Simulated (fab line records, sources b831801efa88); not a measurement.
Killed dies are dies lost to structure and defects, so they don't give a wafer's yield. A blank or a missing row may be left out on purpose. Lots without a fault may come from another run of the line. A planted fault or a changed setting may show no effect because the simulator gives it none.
One fault seen from 2 desks | flow gf180mcu | each desk has only its own numbers; what lay behind them comes last

THE METROLOGY DESK
What the gauges read, lot by lot, whatever tool the lot ran on: means of the sampled wafers that have a number. A lot is out of limits, marked OUT, if its mean lies more than 4 standard deviations from the usual mean; the brackets give that distance.
Columns: A = TOP_METAL_ALCU_RS at GF_TOP_METAL_RS_MEAS_05, usual 0.0328 ohm/sq; B = TOP_METAL_ALCU_THK at GF_TOP_METAL_THK_MEAS_06, usual 921 nm; C = PASSIVATION_BOW at GF_PASSIVATION_BOW_MEAS_14, usual 138 um
lot  | first seen here | A                 | B              | C
L331 | day 27 05:09    | 0.0322            | 927            | 143
L332 | day 27 13:38    | 0.0330            | 919            | 141
L334 | day 28 06:26    | 0.0324            | 933            | 136
L336 | day 29 04:18    | 0.0334            | 913            | 146
L338 | day 29 18:28    | 0.0329            | 927            | 131
L339 | day 29 18:34    | 0.0330            | 909            | 156
L340 | day 30 07:20    | 0.0328            | 918            | 154
L342 | day 30 13:30    | 0.0331            | 920            | 139
L343 | day 31 04:53    | 0.0328            | 917            | 151
L345 | day 31 12:39    | 0.0328            | 905            | 140
L348 | day 32 06:23    | 0.0286 (-9.1) OUT | 1122 (+14) OUT | 126
This desk's finding: out of limits on L348; first on L348, day 32 06:23 (TOP_METAL_ALCU_RS at GF_TOP_METAL_RS_MEAS_05). In limits: L331, L332, L334, L336, L338, L339, L340, L342, L343, L345.

THE TOOL OWNER'S DESK: pvd_sputter-04
The tool's own readings at GF_TOP_METAL_SPUTTER_02 (material AlCu, target thk 900 nm, time 47.82 s): means of the sampled wafers that have a number, for each lot that ran on this tool. A lot is out of limits, marked OUT, if its mean lies more than 4 standard deviations from the usual mean; the brackets give that distance.
Columns: A = cathode_dc_power_W at GF_TOP_METAL_SPUTTER_02, usual 10600 W; B = substrate_temp_c at GF_TOP_METAL_SPUTTER_02, usual 250.03 C; C = throttle_valve_pct at GF_TOP_METAL_SPUTTER_02, usual 30.1 %
lot  | first seen here | A     | B      | C
L331 | day 27 05:02    | 10601 | 250.05 | 29.3
L338 | day 29 16:01    | 10599 | 250.20 | 29.3
L340 | day 30 07:13    | 10600 | 250.06 | 30.2
L348 | day 32 06:16    | 10599 | 249.92 | 29.3
This desk's finding: nothing out of limits on any of the 4 lots.

PUT TOGETHER
The metrology desk could have raised an alarm at day 32 06:23, on L348.
The tool owner's desk saw nothing out of limits.
The tool owner's desk has L348 on record, within its limits.
Of the lots named, all ran GF_TOP_METAL_SPUTTER_02 on pvd_sputter-04.

WHAT THE SIMULATOR HAD PUT IN
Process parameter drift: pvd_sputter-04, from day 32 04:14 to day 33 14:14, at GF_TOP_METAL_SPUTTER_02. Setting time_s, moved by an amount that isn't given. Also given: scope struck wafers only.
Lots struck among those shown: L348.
Hours from the fault's start to each desk's first reading out of limits: the metrology desk, 2.
